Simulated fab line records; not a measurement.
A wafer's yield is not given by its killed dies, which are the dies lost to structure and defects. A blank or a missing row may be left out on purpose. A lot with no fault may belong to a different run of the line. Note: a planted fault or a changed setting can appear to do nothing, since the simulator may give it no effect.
Matching of chambers ; flow gf180mcu ; GF_V4_CMP_26 on cmp-02: 4 sister chambers
The step polishes, stops on SiO2, t overpolish 15 s, target thk 0 nm. 4 wafers are shown with their chamber, then 9 later ones without.

== WAFERS, EACH WITH ITS CHAMBER ==
wafer;chamber;motor current A (A)
L713.3;2;11.4
L713.5;3;10.3
L714.1;1;10.1
L714.6;0;10.6

== WAFERS WITH NO CHAMBER GIVEN ==
wafer;motor current A (A)
L716.3;10.3
L716.5;9.9
L716.6;11.9
L718.2;9.5
L718.5;11.7
L718.6;10.3
L719.1;9.9
L719.2;10.5
L719.5;10.2

== CHAMBER TAKEN BY EACH ==
wafer;from the rows above;in truth
L716.3;can't be placed: 3 or 1 or 0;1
L716.5;can't be placed: 1 or 3 or 0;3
L716.6;2;2
L718.2;can't be placed: 1 or 3 or 0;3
L718.5;2;2
L718.6;can't be placed: 3 or 1 or 0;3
L719.1;can't be placed: 1 or 3 or 0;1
L719.2;can't be placed: 0 or 3 or 1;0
L719.5;can't be placed: 1 or 3 or 0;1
Placed correctly: 2 of 9. These rows do not allow placing 7 (true chamber among the candidates in 7). Placed wrongly: 0.
How it was worked out, from the rows above alone: a wafer's distance from a chamber is the root of the sum, over the readings, of the square of ((its reading less the chamber's mean) divided by the reading's scatter). If the next closest chamber is less than 2 further off than the closest, the wafer can't be placed; otherwise it belongs to the closest. The mean given for a chamber averages the wafers shown for that chamber. The scatter: with one shown wafer a chamber, the root of the mean of the squares of how far each hidden wafer lies from its nearest shown one.
